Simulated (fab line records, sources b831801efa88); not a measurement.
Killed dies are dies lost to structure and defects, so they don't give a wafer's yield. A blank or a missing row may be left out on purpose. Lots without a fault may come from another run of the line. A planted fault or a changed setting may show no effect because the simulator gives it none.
A struck lot beside a sound one | flow sky130 | 16 steps out of a route of 708
Sound: wafers L296.2, L296.5, L296.6. Struck: wafer L312.1. (L312.2, L312.4 of the same lot were not struck and are left out.) The cause comes at the end.
At each step with rows: each side's tool, then ch and its chambers, then its first start. Under that, the readings that differ: sound wafers | struck wafers | difference of the means | sigmas: that difference in standard deviations of wafers without a fault.
alike: readings whose means differ by less than 2 such deviations, and words and numbers that are the same on both sides. not compared: withheld readings, readings that some wafer has no value for, bounds like >300 that may hide the same value, and numbers for which the record gives no deviation and whose values overlap.
The two part at a step that has a row with sigmas, a row that says differs or no value, or rows on one side only. Numbers that don't overlap but have no deviation are shown without sigmas and don't part them. A reading that every wafer of one side lacks parts them only if that side has two wafers or more.

SKY_SD_N_OVL_MEAS_08:
  sound on overlay-02, day 30 01:14; struck on overlay-02, day 34 10:37
  alike: SD_N_OVL
then, 2 steps without rows for these wafers: SKY_SD_N_IMPLANT_09; SKY_SD_N_IMPLANT_10.
SKY_SD_N_STRIP_11: strips in O2/N2.
  sound on plasma_asher-01 ch 0,1, day 30 01:34; struck on plasma_asher-03 ch 1, day 34 10:56
  alike: drypump_motor_current_A, oes_product_au, strip_time_to_endpoint_s
  not compared: rf_hours_counter_h
SKY_SD_N_TW_MEAS_12:
  sound on film_metro-01, day 30 01:40; struck on film_metro-04, day 34 11:02
  alike: SD_N_TW
then, 1 step without rows for these wafers: SKY_SD_N_CLEAN_13 (cleans in SC1/SC2, time 150 s).
SKY_SD_N_RTA_14: time 2 s.
  sound on rtp_anneal-02 ch 0, day 30 01:50; struck on rtp_anneal-01 ch 0, day 34 11:09
  reading           | sound                | struck | difference | sigmas
  anneal_temp_c_max | 1078.3 1078.5 1078.4 | 1081.2 | +2.8       | +2
  alike: lamp_power_pct, wafer_temp_C_max
SKY_SD_N_RS_MEAS_16: measures by four-point-probe.
  sound on film_metro-01, day 30 02:01; struck on film_metro-02, day 34 11:19
  alike: SD_N_RS
SKY_SD_N_RS_MEAS_17: measures by four-point-probe.
  sound on film_metro-01, day 30 02:08; struck on film_metro-02, day 34 11:26
  alike: SD_P_RS
SKY_SD_N_RS_MEAS_18: measures by four-point-probe.
  sound on film_metro-01, day 30 02:15; struck on film_metro-02, day 34 11:34
  alike: RES_XHIGH_RS
then, 1 step without rows for these wafers: SKY_SALICIDE_CLEAN_00 (cleans in HF-last, time 30 s).
SKY_LI_CONTACT_HDPCVD_00: deposits PSG, target thk 930 nm, time 155 s.
  sound on hdpcvd-01 ch 0,2, day 30 02:22; struck on hdpcvd-02 ch 0, day 34 11:42
  reading                                       | sound           | struck | difference | sigmas
  model.PSG_of_LI_CONTACT_HDPCVD_00.thk_nm (nm) | 933 934.5 923.2 | 1421   | +491       |
SKY_LI_CONTACT_THK_MEAS_01:
  sound on film_metro-04, day 30 02:29; struck on film_metro-04, day 34 11:48
  reading                    | sound       | struck | difference | sigmas
  LI_CONTACT_HDPCVD_THK (nm) | 933 935 923 | 1421   | +491       | +41
SKY_LI_CONTACT_CMP_02: polishes PSG.
  sound on cmp-01 ch 0,2,3, day 30 02:38; struck on cmp-01 ch 1, day 34 11:52
  reading                | sound    | struck | difference | sigmas
  time_to_endpoint_s (s) | 36 33 35 | 85     | +50        | +16
  alike: motor_current_A
SKY_LI_CONTACT_BOW_MEAS_03:
  sound on film_metro-02, day 30 02:51; struck on film_metro-04, day 34 12:10
  alike: LI_CONTACT_BOW
-- the record jumps here: 16 days lie between the struck wafers' starts before and after (it left off in module LI_CONTACT and takes up again in module PAD_OPEN, whose first step shown is number 708 of the route) --
SKY_PAD_OPEN_PROBE_99:
  sound on prober-02, day 47 08:05; struck on prober-01, day 50 02:52
  alike: killed_at_M0_to_M3, killed_at_M4_up, killed_at_contacts, killed_at_front_end, killed_at_other, killed_dies, killed_open, killed_short

WHERE THEY PART
First at SKY_SD_N_RTA_14; last, within this record, at SKY_LI_CONTACT_CMP_02. Later steps at which nothing parts them and some readings are alike: SKY_LI_CONTACT_BOW_MEAS_03, SKY_PAD_OPEN_PROBE_99.

WHY: what the simulator had put in
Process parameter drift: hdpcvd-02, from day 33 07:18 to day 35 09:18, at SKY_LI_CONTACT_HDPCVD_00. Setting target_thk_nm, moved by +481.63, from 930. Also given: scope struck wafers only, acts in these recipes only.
